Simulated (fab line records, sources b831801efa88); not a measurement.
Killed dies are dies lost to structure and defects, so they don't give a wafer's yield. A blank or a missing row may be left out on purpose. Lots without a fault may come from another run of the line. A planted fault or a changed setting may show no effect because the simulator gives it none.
fab line records | flow sky130
record lots=12 wafers=36 last_day=50
route steps=708 shown VT_ADJUST_NCORE@129 SONOS_ONO@182 POLY_GATE@229 LDD_N@250 PAD_OPEN@708
lots that met no fault: from a run of the same line without faults
start_h: hours from the record's first day to the start of the lot's first wafer shown | wait_h: hours since the lot's step before | " the same as in the row above | L1.1+2: a row that stands for several wafers | - no value, or no start given | * or withheld: withheld | < > ~ a bound
route shown NAME@n: a module of which the file shows steps, and the number in the route of the first | usual: mean/standard deviation of fault-free wafers | same: alike in all rows | chamber/n: place in a boat | sites: the reading at each site | _std_site: their standard deviation | _edge_site: outer sites' mean less inner sites' | radius_mm: how far each site lies from the wafer's centre | mask NAME#n: copy n | behind: the tool/chamber that last shaped the wafer | hold: why the lot was held/for how many hours/how that ended | device: the transistor (n, p or np) that didn't switch | end of line: the same wafers' tests at the end of the route | a step without rows: its recipe alone | killed: dies lost to structure and defects at the first sort, not the wafer's yield | map: a wafer's dies, x killed, . not, _ none there
set.NAME: the setting as run; set.NAME@STEP: as run at that earlier step | model.NAME: the simulator's own value behind a step, which no gauge read
steps of the route over a sample of lots; a table a step, a row a wafer
services: from which hour (start_h, from the record's first day; less than 0 if before it) a tool's chamber was out of use, for how many hours, and why
## steps
# step SKY_VT_ADJUST_NCORE_STRIP_10
# recipe chemistry=O2/N2 power_w=1400 pressure_mtorr=1500 platen_temp_c=withheld o2_flow_sccm=3000 n2_flow_sccm=300 overash_fraction=0.5
# usual drypump_motor_current_A=5.6/0.42 oes_product_au=0.715/0.0047 strip_time_to_endpoint_s=14.21/0.035
# same overash_fraction=0.5
# columns lot.wafer tool chamber start_h wait_h drypump_motor_current_A oes_product_au rf_hours_counter_h strip_time_to_endpoint_s
L759.2 plasma_asher-03 0 199.47 0.1 6.0 0.717 55 14.21
L759.5 " 1 " " 4.9 0.710 - 14.15
L759.6 " 0 " " 6.0 0.713 - 14.18
L758.3 plasma_asher-02 1 199.93 0.1 5.4 0.719 - 14.19
L758.4 " 0 " " 6.0 0.712 - 14.23
L758.5 " 1 " " 5.4 0.715 - 14.17
L760.2 plasma_asher-02 1 203.17 0.1 5.4 0.719 40 14.14
L760.3 " 1 " " 5.4 0.716 - 14.19
L760.6 " 1 " " 5.4 0.711 - 14.14
L764.1 plasma_asher-02 0 223.87 0.1 6.0 0.716 42 14.24
L764.3 " 0 " " 6.0 0.719 - 14.14
L764.6 " 0 " " 6.0 0.711 - 14.24
L769.2 plasma_asher-01 1 260.85 0.1 5.8 0.713 60 14.17
L769.3 " 0 " " 4.9 0.709 - 14.15
L769.6 " 1 " " 5.8 0.714 - 14.17
L770.2 plasma_asher-01 1 268.07 0.1 5.8 0.709 61 14.23
L770.4 " 0 " " 4.9 0.718 - 14.28
L770.6 " 1 " " 5.8 0.714 - 14.28
L771.1 plasma_asher-02 1 282.85 0.1 5.4 0.715 47 14.12
L771.2 " 0 " " 6.0 0.716 47 14.15
L771.4 " 1 " " 5.4 0.721 - 14.15
L774.1 plasma_asher-03 1 309.27 0.1 5.0 0.712 65 14.24
L774.3 " 1 " " 5.0 0.724 - 14.24
L774.5 " 0 " " 6.0 0.712 - 14.24
L776.1 plasma_asher-02 0 320.36 0.1 6.0 0.715 51 14.21
L776.3 " 1 " " 5.4 0.717 - 14.21
L776.4 " 0 " " 6.0 0.708 - 14.21
L775.1 plasma_asher-01 0 321.91 0.1 5.0 0.718 66 14.21
L775.2 " 1 " " 5.8 0.723 66 14.25
L775.4 " 0 " " 4.9 0.715 - 14.23
L778.2 plasma_asher-02 1 329.71 0.1 5.4 0.717 52 14.23
L778.3 " 1 " " 5.4 0.714 - 14.21
L778.6 " 0 " " 6.0 0.718 - 14.18
L780.1 plasma_asher-02 0 347.12 0.1 6.0 0.710 53 14.17
L780.2 " 1 " " 5.4 0.707 53 14.15
L780.5 " 1 " " 5.4 0.714 - 14.20
# step SKY_SONOS_ONO_OVL_MEAS_14
# usual SONOS_ONO_OVL=-1.0/1
# columns lot.wafer tool chamber start_h wait_h SONOS_ONO_OVL[nm]
L759.2 overlay-02 - 299.52 0.1 -1.7
L759.5 " - " " -1.4
L759.6 " - " " -2.7
L758.3 overlay-02 - 303.99 0.1 -1.9
L758.4 " - " " -0.7
L758.5 " - " " -1.7
L760.2 overlay-01 - 304.98 0.1 -0.4
L760.3 " - " " 0.3
L760.6 " - " " -1.0
L764.1 overlay-02 - 329.26 0.1 -0.5
L764.3 " - " " -0.4
L764.6 " - " " -0.4
L769.2 overlay-01 - 369.72 0.1 -0.6
L769.3 " - " " -2.0
L769.6 " - " " -1.9
L770.2 overlay-01 - 379.17 0.1 -2.3
L770.4 " - " " -3.4
L770.6 " - " " -1.4
L771.1 overlay-02 - 412.41 0.1 -0.1
L771.2 " - " " 0.3
L771.4 " - " " -0.5
L774.1 overlay-01 - 425.62 0.1 -0.2
L774.3 " - " " 0.1
L774.5 " - " " -0.6
L776.1 overlay-01 - 437.66 0.1 -2.6
L776.3 " - " " -2.7
L776.4 " - " " -2.2
L775.1 overlay-01 - 440.96 0.1 -2.2
L775.2 " - " " -0.5
L775.4 " - " " -1.8
L778.2 overlay-02 - 454.52 0.1 -1.5
L778.3 " - " " -0.5
L778.6 " - " " 0.0
L780.1 overlay-01 - 473.86 0.1 2.1
L780.2 " - " " -0.4
L780.5 " - " " -2.1
# step SKY_POLY_GATE_ETCH_15
# recipe chemistry=N2/H2 target=BARC ion_energy_ev=200 source_w=500 bias_w=100 pressure_mtorr=30 n2_flow_sccm=100 h2_flow_sccm=200 stop_on=SiO2 time_s=118.5 target_depth_a=1100
# usual bias_w=99.98/0.3 drypump_motor_current_A=5.3/0.34 oes_product_au=0.717/0.0047 throttle_valve_pct=13.213/0.0092
# columns lot.wafer tool chamber start_h wait_h bias_w drypump_motor_current_A oes_product_au rf_hours_counter_h throttle_valve_pct
L759.2 rie_diel-04 3 390.52 0.0 100.13 5.3 0.716 12 13.213
L759.5 " 1 " " 99.93 5.1 0.715 - 13.221
L759.6 " 0 " " 99.82 5.7 0.718 - 13.202
L760.2 rie_diel-03 3 410.42 0.0 99.59 5.9 0.724 59 13.203
L760.3 " 0 " " 100.30 5.5 0.724 26 13.219
L760.6 " 0 " " 100.11 5.5 0.713 - 13.205
L758.3 rie_diel-04 3 410.76 0.0 100.04 5.3 0.715 12 13.217
L758.4 " 2 " " 99.93 5.8 0.718 4 13.195
L758.5 " 1 " " 100.06 5.1 0.718 - 13.206
L764.1 rie_diel-04 0 422.31 0.0 100.10 5.6 0.726 58 13.211
L764.3 " 3 " " 99.96 5.3 0.719 12 13.221
L764.6 " 0 " " 99.80 5.7 0.714 - 13.202
L769.2 rie_diel-02 2 467.11 0.0 100.34 5.1 0.722 10 13.221
L769.3 " 1 " " 99.66 5.2 0.716 7 13.210
L769.6 " 0 " " 100.11 5.0 0.723 - 13.212
L770.2 rie_diel-03 2 479.37 0.0 100.06 5.3 0.717 6 13.221
L770.4 " 3 " " 99.83 5.9 0.714 60 13.216
L770.6 " 0 " " 100.00 5.5 0.724 - 13.206
L771.1 rie_diel-04 1 515.51 0.0 99.75 5.1 0.714 8 13.223
L771.2 " 2 " " 99.95 5.9 0.721 6 13.213
L771.4 " 3 " " 100.24 5.3 0.713 14 13.205
L774.1 rie_diel-04 1 528.56 0.0 100.17 5.1 0.729 8 13.227
L774.3 " 3 " " 99.87 5.2 0.718 14 13.219
L774.5 " 3 " " 100.25 5.3 0.725 - 13.220
L776.1 rie_diel-03 1 537.01 0.0 99.72 4.7 0.724 6 13.214
L776.3 " 0 " " 100.07 5.5 0.716 28 13.201
L776.4 " 2 " " 99.62 5.3 0.712 7 13.202
L775.1 rie_diel-04 0 541.26 0.0 99.68 5.6 0.715 60 13.193
L775.2 " 2 " " 100.24 5.8 0.714 7 13.221
L775.4 " 3 " " 100.02 5.3 0.713 14 13.213
L778.2 rie_diel-02 1 552.86 0.0 100.37 5.3 0.715 8 13.198
L778.3 " 0 " " 99.64 5.0 0.715 13 13.202
L778.6 " 3 " " 99.97 5.3 0.720 - 13.214
L780.1 rie_diel-03 2 571.51 0.0 99.90 5.3 0.713 8 13.202
L780.2 " 1 " " 100.07 4.7 0.723 7 13.218
L780.5 " 3 " " 99.82 5.9 0.717 - 13.203
# step SKY_LDD_N_IMPLANT_13
# recipe species=BF2 energy_kev=50 dose_cm2=5e+12 tilt_deg=30 rotation_deg=90
# usual tilt_deg=29.999/0.019
# columns lot.wafer tool chamber start_h wait_h tilt_deg
L759.2 implanter-02 0 424.52 0.1 29.973
L759.5 " 0 " " 29.948
L759.6 " 0 " " 29.998
L760.2 implanter-02 0 444.72 0.1 30.027
L760.3 " 0 " " 30.016
L760.6 " 0 " " 30.005
L758.3 implanter-04 0 444.99 0.1 30.001
L758.4 " 0 " " 29.994
L758.5 " 0 " " 30.012
L764.1 implanter-02 0 457.59 0.1 30.013
L764.3 " 0 " " 30.004
L764.6 " 0 " " 30.000
L769.2 implanter-02 0 499.40 0.1 0.003
L769.3 " 0 " " 0.007
L769.6 " 0 " " 0.005
L770.2 implanter-02 0 512.11 0.1 0.002
L770.4 " 0 " " 0.035
L770.6 " 0 " " 0.009
L771.1 implanter-04 0 550.78 0.1 30.000
L771.2 " 0 " " 29.988
L771.4 " 0 " " 29.984
L774.1 implanter-04 0 560.13 0.1 29.988
L774.3 " 0 " " 29.992
L774.5 " 0 " " 29.992
L776.1 implanter-01 0 569.29 0.1 29.969
L776.3 " 0 " " 30.018
L776.4 " 0 " " 29.991
L775.1 implanter-02 0 573.89 0.1 30.016
L775.2 " 0 " " 29.982
L775.4 " 0 " " 30.013
L778.2 implanter-01 0 584.67 0.1 30.009
L778.3 " 0 " " 30.015
L778.6 " 0 " " 29.984
L780.1 implanter-04 0 603.49 0.1 29.986
L780.2 " 0 " " 30.004
L780.5 " 0 " " 30.017
# step SKY_PAD_OPEN_PROBE_99
# usual killed_at_M0_to_M3=45/7.5 killed_at_M4_up=2.8/1.9 killed_at_contacts=25/5.5 killed_at_front_end=14/4 killed_at_other=0.3/0.75 killed_dies=87/9.4 killed_open=47/6.6 killed_short=39/6.6
# same gross_dies=492 killed_at_back_side=0
# columns lot.wafer tool chamber start_h wait_h killed_at_M0_to_M3 killed_at_M4_up killed_at_contacts killed_at_front_end killed_at_other killed_dies killed_open killed_short
L760.2 prober-01 - 1108.39 0.1 40 2 14 10 0 66 40 26
L760.3 prober-01 - 1108.44 0.2 43 0 34 10 0 87 46 41
L760.6 prober-01 - 1108.59 0.2 51 0 32 8 0 91 48 43
L771.1 prober-02 - 1175.18 0.1 40 4 17 16 0 77 36 41
L771.2 prober-02 - 1175.23 0.1 33 2 25 17 0 77 35 42
L771.4 prober-02 - 1175.33 0.2 39 2 21 12 0 74 47 27
L774.1 prober-01 - 1180.96 0.1 56 1 22 14 0 93 37 56
L774.3 prober-01 - 1181.06 0.2 34 4 24 20 0 82 46 36
L774.5 prober-01 - 1181.16 0.2 54 2 25 14 0 95 47 48
L778.2 prober-02 - 1196.22 0.1 37 2 31 9 0 79 41 38
L778.3 prober-02 - 1196.27 0.2 55 2 31 15 0 103 62 41
L778.6 prober-02 - 1196.42 0.2 41 1 31 15 1 89 48 41
# killed by level:class
L760.2 VIA1:geometric_particle:open=12 VIA2:geometric_particle:open=5 LI_CONTACT:geometric_particle:open=4 CONTACT:geometric_particle:short=4 CONTACT:geometric_particle:open=4 METAL1:geometric_particle:short=4 VIA1:geometric_particle:short=4 METAL2:geometric_particle:short=4
L760.3 VIA1:geometric_particle:open=13 LI_CONTACT:geometric_particle:open=10 CONTACT:geometric_particle:open=9 METAL3:geometric_particle:short=8 LOCAL_INTERCONNECT:geometric_particle:short=5 METAL2:geometric_particle:short=5 LI_CONTACT:geometric_particle:short=4 CONTACT:geometric_particle:short=4
L760.6 CONTACT:geometric_particle:open=10 VIA1:geometric_particle:open=10 CONTACT:geometric_particle:short=9 VIA2:geometric_particle:open=8 LI_CONTACT:geometric_particle:open=6 METAL2:geometric_particle:short=6 LOCAL_INTERCONNECT:geometric_particle:short=5 METAL1:geometric_particle:short=5
L771.1 VIA1:geometric_particle:open=10 METAL1:geometric_particle:short=5 CONTACT:geometric_particle:open=5 CONTACT:geometric_particle:short=5 FIELD_ISO:geometric_particle:short=4 LI_CONTACT:geometric_particle:open=4 VIA1:geometric_particle:short=4 METAL2:geometric_particle:short=4
L771.2 CONTACT:geometric_particle:short=9 METAL1:geometric_particle:short=7 CONTACT:geometric_particle:open=7 VIA1:geometric_particle:open=7 FIELD_ISO:geometric_particle:open=5 LOCAL_INTERCONNECT:geometric_particle:short=4 VIA3:geometric_particle:short=4 VIA3:geometric_particle:open=4
L771.4 VIA1:geometric_particle:open=15 CONTACT:geometric_particle:open=7 VIA2:geometric_particle:open=6 LI_CONTACT:geometric_particle:open=5 VIA1:geometric_particle:short=5 POLY_GATE:geometric_particle:open=4 CONTACT:geometric_particle:short=4 VIA3:geometric_particle:open=4
L774.1 METAL1:geometric_particle:short=9 METAL2:geometric_particle:short=8 VIA2:geometric_particle:open=7 CONTACT:geometric_particle:open=6 VIA1:geometric_particle:open=6 CONTACT:geometric_particle:short=5 VIA1:geometric_particle:short=5 VIA2:geometric_particle:short=5
L774.3 VIA1:geometric_particle:open=11 CONTACT:geometric_particle:open=8 LI_CONTACT:geometric_particle:open=6 VIA3:geometric_particle:open=5 POLY_GATE:geometric_particle:open=4 SPACER:geometric_particle:open=4 LI_CONTACT:geometric_particle:short=4 METAL1:geometric_particle:short=4
L774.5 CONTACT:geometric_particle:open=12 VIA1:geometric_particle:open=11 METAL1:geometric_particle:short=7 METAL2:geometric_particle:short=7 VIA1:geometric_particle:short=5 LI_CONTACT:geometric_particle:open=5 LOCAL_INTERCONNECT:geometric_particle:short=5 VIA3:geometric_particle:short=5
L778.2 CONTACT:geometric_particle:open=11 CONTACT:geometric_particle:short=10 LI_CONTACT:geometric_particle:open=8 VIA3:geometric_particle:open=6 METAL1:geometric_particle:short=6 VIA1:geometric_particle:short=6 VIA1:geometric_particle:open=6 VIA2:geometric_particle:open=4
L778.3 VIA1:geometric_particle:open=14 VIA3:geometric_particle:open=10 CONTACT:geometric_particle:open=9 VIA2:geometric_particle:open=8 METAL2:geometric_particle:short=7 LI_CONTACT:geometric_particle:open=6 CONTACT:geometric_particle:short=6 LOCAL_INTERCONNECT:geometric_particle:short=5
L778.6 CONTACT:geometric_particle:open=14 METAL2:geometric_particle:short=8 CONTACT:geometric_particle:short=7 METAL1:geometric_particle:short=7 VIA1:geometric_particle:open=7 FIELD_ISO:geometric_particle:open=5 VIA2:geometric_particle:open=5 LI_CONTACT:geometric_particle:open=4
## services
# columns tool chamber start_h hours kind
implanter-04 - 176.40 4.2 pm
implanter-04 - 188.26 4.0 repair
implanter-02 - 191.47 9.8 repair
implanter-04 - 192.29 9.2 pm
rie_diel-03 3 266.47 10.1 repair
implanter-04 - 294.70 7.6 repair
rie_diel-04 0 309.86 2.6 repair
implanter-02 - 317.45 4.4 pm
rie_diel-04 3 332.72 7.2 repair
implanter-02 - 365.90 9.6 repair
rie_diel-03 2 388.67 1.7 repair
plasma_asher-02 - 400.19 0.5 repair
rie_diel-04 - 430.18 4.0 pm
rie_diel-04 3 450.61 5.2 repair
implanter-04 - 452.21 5.4 repair
rie_diel-04 2 453.87 3.6 repair
rie_diel-04 0 497.30 9.4 repair
implanter-04 - 497.84 0.8 repair
implanter-04 - 511.71 2.0 repair
rie_diel-04 - 518.50 5.4 repair
implanter-04 - 521.40 4.9 repair
rie_diel-04 0 541.78 2.0 repair
implanter-02 - 583.74 2.8 repair
rie_diel-03 1 595.12 3.1 repair
## key
first_sign step=SKY_LDD_N_IMPLANT_13 reading=tilt_deg direction=down sigmas=99+ usual=* struck=*
effect none on later readings
met_at SKY_LDD_N_IMPLANT_13
struck_lots L769,L770
tester_left_out L769,L770
not_acting_at SKY_VT_ADJUST_NCORE_STRIP_10,SKY_SONOS_ONO_OVL_MEAS_14,SKY_POLY_GATE_ETCH_15
onset_between 457.59 499.40
fault kind=process_parameter_drift tool=implanter-02 chamber=- onset_h=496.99 steps=SKY_LDD_N_IMPLANT_13 channel=tilt_deg offset=* shape=step end_h=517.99 acts_in=* stated=*
# tester_left_out: of these lots the tester's yield and bins aren't shown, on N5 and GAA mostly nor the transistor test; their killed dies are dies lost to structure and defects alone, not to doping, threshold or leakage, so they don't give the yield
